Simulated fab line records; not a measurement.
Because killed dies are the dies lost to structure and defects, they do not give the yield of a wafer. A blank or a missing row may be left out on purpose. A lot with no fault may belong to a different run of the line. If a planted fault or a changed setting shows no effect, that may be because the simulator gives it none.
Which of the tools did it?	flow gf180mcu	Sampling: 11 lots, 33 wafers, 5 of 602 route steps

WHAT THE GAUGES SHOWED, per wafer
GF_LVPWELL_OVL_MEAS_07. Usual: LVPWELL_OVL -0.3 nm, standard deviation 1.2.
lot	measured	on	LVPWELL_OVL (nm)	flag
L570	day 4 03:58	overlay-02	-1.9 0.7 -0.6	
L571	day 4 07:08	overlay-02	-0.8 -0.4 -0.1	
L572	day 4 12:15	overlay-02	-2.6 -2.1 -4.2	
L574	day 4 23:47	overlay-01	-1.5 -2.2 -0.6	
L579	day 6 09:26	overlay-02	2.5 0.7 1.1	
L580	day 6 10:05	overlay-01	-0.5 0.8 -1.2	
L587	day 8 04:23	overlay-02	1.7 1.8 -1.6	
L588	day 8 08:20	overlay-01	-1.8 -0.4 -0.3	
L590	day 8 18:41	overlay-01	0.3 -0.2 1.0	
L591	day 9 00:50	overlay-02	-1.2 -2.3 -0.3	
L592	day 9 06:33	overlay-01	1.3 0.4 0.6	

GF_VT_IMPLANT_TW_MEAS_10. Usual: VT_IMPLANT_TW 561, standard deviation 3.2.
lot	measured	on	VT_IMPLANT_TW	flag
L570	day 5 22:25	film-metro-03	559 560 560	
L571	day 6 03:12	film-metro-03	560 564 563	
L572	day 6 08:55	film-metro-04	560 561 559	
L574	day 6 19:22	film-metro-04	562 562 562	
L579	day 8 10:55	film-metro-04	30 30 30 30 30 30	OFF
L580	day 8 11:13	film-metro-03	30 30 30 30 30 30	OFF
L587	day 10 08:37	film-metro-03	563 559 561	
L588	day 10 11:46	film-metro-04	555 557 557	
L590	day 11 00:07	film-metro-02	569 566 567	
L591	day 11 06:47	film-metro-04	555 557 557	
L592	day 11 12:42	film-metro-03	564 565 563	

GF_VT_IMPLANT_OVL_MEAS_29. Usual: VT_IMPLANT_02_OVL 0.9 nm, standard deviation 1.3.
lot	measured	on	VT_IMPLANT_02_OVL (nm)	flag
L570	day 7 05:13	overlay-02	0.1 0.0 -0.9	
L571	day 7 10:53	overlay-01	1.2 0.2 0.7	
L572	day 7 16:14	overlay-02	1.8 2.4 2.0	
L574	day 8 02:41	overlay-02	1.2 -0.4 2.1	
L587	day 11 20:40	overlay-02	-1.2 -2.1 0.0	
L588	day 12 00:59	overlay-01	0.2 -0.8 1.7	
L590	day 12 14:26	overlay-01	3.7 2.0 1.9	
L591	day 12 20:55	overlay-01	0.0 -0.2 0.2	
L592	day 13 03:13	overlay-01	3.1 2.2 0.7	

EACH LOT AND THE TOOL THAT RAN IT (in order: tool; ch and the chambers of the sampled wafers; start)
lot	GF_MVPSD_STRIP_10	GF_VT_IMPLANT_STRIP_09
L570	plasma-asher-02 ch 0,1, day 5 08:13	plasma-asher-04 ch 0,1, day 5 22:19
L571	plasma-asher-02 ch 0,1, day 5 12:41	plasma-asher-03 ch 0,1, day 6 03:05
L572	plasma-asher-04 ch 0,1, day 5 17:50	plasma-asher-04 ch 0,1, day 6 08:50
L574	plasma-asher-04 ch 0,1, day 6 04:29	plasma-asher-03 ch 0,1, day 6 19:16
L579	plasma-asher-01 ch 0, day 7 18:01	plasma-asher-03 ch 0,1, day 8 10:49
L580	plasma-asher-02 ch 0,1, day 7 18:32	plasma-asher-04 ch 0,1, day 8 11:07
L587	plasma-asher-02 ch 0,1, day 9 14:32	plasma-asher-04 ch 0,1, day 10 08:31
L588	plasma-asher-02 ch 0,1, day 9 18:20	plasma-asher-04 ch 0,1, day 10 11:40
L590	plasma-asher-01 ch 0,1, day 10 06:14	plasma-asher-01 ch 0,1, day 11 00:01
L591	plasma-asher-01 ch 0,1, day 10 11:40	plasma-asher-03 ch 0,1, day 11 06:41
L592	plasma-asher-02 ch 0,1, day 10 18:16	plasma-asher-01 ch 0,1, day 11 12:35
- GF_MVPSD_STRIP_10: strips in O2/N2.
- GF_VT_IMPLANT_STRIP_09: strips in O2/N2.

AS READ BY THE TOOLS THEMSELVES (means over the sampled wafers that have a number; for cases with no such wafer, the mark the record gives instead)
GF_MVPSD_STRIP_10. Usual: chamber-pressure-mTorr 1499.9 mTorr, standard deviation 1.3; drypump-motor-current-A 5.7 A, standard deviation 0.34; heater-power-w 333 W, standard deviation 23; oes-product-au 0.722 a.u., standard deviation 0.0042; strip-time-to-endpoint-s 36.97 s, standard deviation 0.1.
lot	tool	chamber-pressure-mTorr (mTorr)	drypump-motor-current-A (A)	heater-power-w (W)	oes-product-au (a.u.)	strip-time-to-endpoint-s (s)	flag
L570	plasma-asher-02	1498.3	5.6	339	0.718	36.86	
L571	plasma-asher-02	1501.1	5.7	351	0.722	37.06	
L572	plasma-asher-04	1500.4	5.8	352	0.722	36.89	
L574	plasma-asher-04	1499.3	5.8	345	0.720	37.03	
L579	plasma-asher-01	-	-	-	-	-	OFF
L580	plasma-asher-02	-	-	-	-	-	OFF
L587	plasma-asher-02	1499.7	5.6	343	0.722	37.03	
L588	plasma-asher-02	1501.0	5.7	347	0.721	37.05	
L590	plasma-asher-01	1500.4	5.3	290	0.719	36.83	
L591	plasma-asher-01	1499.3	5.7	297	0.721	37.01	
L592	plasma-asher-02	1498.2	5.7	344	0.725	36.91	

GF_VT_IMPLANT_STRIP_09. Usual: chamber-pressure-mTorr 1500.0 mTorr, standard deviation 1.5; drypump-motor-current-A 5.7 A, standard deviation 0.35; heater-power-w 335 W, standard deviation 28; oes-product-au 0.716 a.u., standard deviation 0.0045; strip-time-to-endpoint-s 12.64 s, standard deviation 0.037.
lot	tool	chamber-pressure-mTorr (mTorr)	drypump-motor-current-A (A)	heater-power-w (W)	oes-product-au (a.u.)	strip-time-to-endpoint-s (s)	flag
L570	plasma-asher-04	1499.5	5.8	348	0.715	12.57	
L571	plasma-asher-03	1499.8	5.7	349	0.719	12.65	
L572	plasma-asher-04	1499.8	5.8	353	0.715	12.66	
L574	plasma-asher-03	1500.5	5.7	340	0.715	12.65	
L579	plasma-asher-03	1499.9	5.7	345	0.728	57.30	OFF
L580	plasma-asher-04	1500.2	5.8	351	0.726	57.12	OFF
L587	plasma-asher-04	1501.8	5.8	347	0.716	12.64	
L588	plasma-asher-04	1501.3	5.8	350	0.717	12.67	
L590	plasma-asher-01	1501.8	5.3	293	0.716	12.68	
L591	plasma-asher-03	1501.4	5.7	352	0.718	12.60	
L592	plasma-asher-01	1500.3	5.3	291	0.715	12.67	

THE ANSWER, worked out from the rows above alone
Rule: take the mean of a lot's wafers that have a number; if it is more than 3 standard deviations from the usual mean, the lot is off. Also off: a lot with no number at a reading for which 4 or more lots have one. Where the step has rows for the other lots, those lots are counted as sound. After the gauges, taken in route order, come the tools' own readings; for these a lot's mean is taken, as printed above. At the first step where some lot is off, the reading lying furthest off is the one used; lots without a number count as furthest.
Off: at GF_VT_IMPLANT_TW_MEAS_10 (VT_IMPLANT_TW), L579, L580.
If a tool, at a process step before that reading, ran all the lots that are off and no sound lot after the first of them, it fits. Not tried: the gauges at GF_VT_IMPLANT_TW_MEAS_10; whatever is off there is also off at GF_MVPSD_STRIP_10, on other tools, and gauge error can't account for it. No candidate that was tried fits.

WHAT THE SIMULATOR HAD INSERTED
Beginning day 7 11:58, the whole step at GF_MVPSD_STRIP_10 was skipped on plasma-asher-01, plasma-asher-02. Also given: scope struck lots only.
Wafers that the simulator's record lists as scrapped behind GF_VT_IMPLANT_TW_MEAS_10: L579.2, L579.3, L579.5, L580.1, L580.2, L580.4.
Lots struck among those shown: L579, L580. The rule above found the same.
